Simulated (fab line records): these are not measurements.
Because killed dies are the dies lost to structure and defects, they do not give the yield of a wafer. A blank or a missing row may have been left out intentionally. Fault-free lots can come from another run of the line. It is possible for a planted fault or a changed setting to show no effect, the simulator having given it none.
Problem report in the 8D (eight disciplines) form, filled by code | flow sky130 | the parts of the form that need people (team, actions taken, sign-off) are left out

1. THE ISSUE
oesProductAu at SKY_VIA1_ETCH_15 reads a mean of 1.012 a.u. on 1 wafer of 1 lot; wafers without a fault read 0.981 a.u. with a standard deviation of 0.0067. That is +4.6 standard deviations from the usual mean.
The step: etches SiO2 in C4F8/O2/Ar, stops on TiN, target depth 351 nm, time 54 s.
Earliest sighting: wafer L397.6 on rieDiel-02 at day 39 22:21. At this step, 36 wafers from 12 lots have a number in the record. By rule, "out" or "out of limits" means more than 4 standard deviations away from the usual mean. Any other wafer with a number is counted as sound.

2. WHAT THIS IS AND IS NOT
question                    | is                | is not
which readings at this step | oesProductAu      | -
which lots                  | L397              | L377, L378, L380, L381, L383, L385, L389, L390, L391, L394, L399
which wafers of those lots  | L397.6            | L397.3, L397.5
read on which tools         | rieDiel-02        | rieDiel-01, rieDiel-03
when                        | from day 39 22:21 | up to then (32 sound wafers); but 3 sound wafers of L399 came after

3. THE SUSPECTS, EACH WITH WHAT RULES IT OUT
Counting: a tool at a process step up to the reading stays a suspect if it ran every lot that is out. Sound lots after the first of them don't rule it out here, since some wafers of a struck lot are sound.
- pvdSputter-02 at SKY_METAL1_SPUTTER_03 (material Ti, target thk 5 nm, time 3.3 s): kept. It ran the lot that is out, L397 (day 37 19:58); its last sound lot up to then is L391 (day 36 12:01).
- cmp-02 at SKY_VIA1_CMP_02 (polishes SiO2): kept. It ran the lot that is out, L397 (day 38 22:14); its last sound lot up to then is L394 (day 38 08:02).
- rieDiel-02 at SKY_VIA1_ETCH_15 (etches SiO2 in C4F8/O2/Ar, stops on TiN, target depth 351 nm, time 54 s): kept. It ran the lot that is out, L397 (day 39 22:21); its last sound lot up to then is L394 (day 39 09:30). Its own oesProductAu readings are out on those wafers.
- In cmp-02 at SKY_VIA1_CMP_02, the wafers that are out were processed in chamber 2 and their sound lot-mates in chambers 1, 3.
- In rieDiel-02 at SKY_VIA1_ETCH_15, the wafers that are out were processed in chamber 2 and their sound lot-mates in chambers 1, 3.
Left after counting: pvdSputter-02 at SKY_METAL1_SPUTTER_03, cmp-02 at SKY_VIA1_CMP_02, rieDiel-02 at SKY_VIA1_ETCH_15.

4. THE CAUSE (what the simulator had put in)
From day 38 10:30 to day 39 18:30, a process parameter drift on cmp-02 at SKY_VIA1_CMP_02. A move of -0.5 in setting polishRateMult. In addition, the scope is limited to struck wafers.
After counting, 3 suspects remain, this tool included.

5. SEQUENCE OF EFFECTS, ordered by route
One row per reading whose mean, taken over the struck wafers that have a number, lies over 3 standard deviations from the usual. Readings are gone through only where the record gives a usual standard deviation; hours: the median, over the lots, of the time from a lot's start at the first step in this table giving one to that lot's start at this step; sigmas: the change measured in usual standard deviations.
hours | step             | reading      | usual      | on struck wafers | change | sigmas
0     | SKY_VIA1_ETCH_15 | oesProductAu | 0.981 a.u. | 1.012            | +0.031 | +4.6
Here are the process steps it includes:
- SKY_VIA1_ETCH_15: etches SiO2 in C4F8/O2/Ar, stops on TiN, target depth 351 nm, time 54 s.

6. HOW IT WOULD HAVE BEEN CAUGHT EARLIER
In this record no reading fell out of limits until day 39 22:21, 36 hours after the fault had begun at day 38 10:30.
Of the tool readings at SKY_VIA1_CMP_02 for which the record gives a usual standard deviation, none was out on any struck wafer, so an alarm limit of 4 standard deviations on them would not have fired.
Lots out: 1; all had begun SKY_VIA1_CMP_02 on cmp-02 by day 39 22:21. None of them would have been spared by holding the tool at that moment.
